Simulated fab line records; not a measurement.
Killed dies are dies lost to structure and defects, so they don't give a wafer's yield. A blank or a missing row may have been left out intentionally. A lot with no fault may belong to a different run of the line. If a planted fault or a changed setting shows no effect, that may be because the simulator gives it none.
Matching of chambers :: flow gf180mcu :: 4 sister chambers for GF_PASSIVATION_ETCH_11 on rie-diel-02
The step etches the open film in CF4/O2, stops on TiN, target depth 2040 nm, time 453.3 s. 8 wafers are shown with their chamber, then 9 later ones without.

== WAFERS WITH THEIR CHAMBER ==
wafer: L083.6
chamber: 0
drypump-motor-current-A (A): 6.2
oes-product-au (a.u.): 0.994

wafer: L087.6
chamber: 1
drypump-motor-current-A (A): 5.4
oes-product-au (a.u.): 0.995

wafer: L088.1
chamber: 3
drypump-motor-current-A (A): 5.2
oes-product-au (a.u.): 0.987

wafer: L088.3
chamber: 2
drypump-motor-current-A (A): 6.4
oes-product-au (a.u.): 0.989

wafer: L088.5
chamber: 2
drypump-motor-current-A (A): 6.4
oes-product-au (a.u.): 0.999

wafer: L092.4
chamber: 3
drypump-motor-current-A (A): 5.3
oes-product-au (a.u.): 0.983

wafer: L092.5
chamber: 0
drypump-motor-current-A (A): 6.2
oes-product-au (a.u.): 0.996

wafer: L092.6
chamber: 1
drypump-motor-current-A (A): 5.4
oes-product-au (a.u.): 0.992

== WAFERS WITH NO CHAMBER GIVEN ==
wafer: L093.1
drypump-motor-current-A (A): 5.4
oes-product-au (a.u.): 0.989

wafer: L093.5
drypump-motor-current-A (A): 5.4
oes-product-au (a.u.): 0.990

wafer: L093.6
drypump-motor-current-A (A): 6.4
oes-product-au (a.u.): 1.002

wafer: L095.1
drypump-motor-current-A (A): 6.4
oes-product-au (a.u.): 0.991

wafer: L095.4
drypump-motor-current-A (A): 5.2
oes-product-au (a.u.): 0.988

wafer: L095.6
drypump-motor-current-A (A): 5.3
oes-product-au (a.u.): 0.983

wafer: L096.3
drypump-motor-current-A (A): 6.4
oes-product-au (a.u.): 0.993

wafer: L096.4
drypump-motor-current-A (A): 5.4
oes-product-au (a.u.): 0.993

wafer: L096.6
drypump-motor-current-A (A): 6.4
oes-product-au (a.u.): 0.997

== WHICH CHAMBER EACH WENT THROUGH ==
wafer: L093.1
from the rows above: 1
in truth: 1

wafer: L093.5
from the rows above: 1
in truth: 1

wafer: L093.6
from the rows above: 2
in truth: 2

wafer: L095.1
from the rows above: 2
in truth: 2

wafer: L095.4
from the rows above: 3
in truth: 3

wafer: L095.6
from the rows above: 3
in truth: 3

wafer: L096.3
from the rows above: 2
in truth: 2

wafer: L096.4
from the rows above: 1
in truth: 1

wafer: L096.6
from the rows above: 2
in truth: 2
Correctly placed: 9 of 9. Not placeable from these rows: 0. 0 placed wrongly.
How it was worked out, from the rows above alone: a wafer's distance from a chamber is the root of the sum, over the readings, of the square of ((its reading less the chamber's mean) divided by the reading's scatter). If the next closest chamber is less than 2 further off than the closest, the wafer can't be placed; otherwise it belongs to the closest. Each chamber's mean is taken over the wafers shown for it. The scatter: take each reading less its chamber's mean, square it, sum over the shown wafers, divide by the number of wafers less the number of chambers, and take the root.
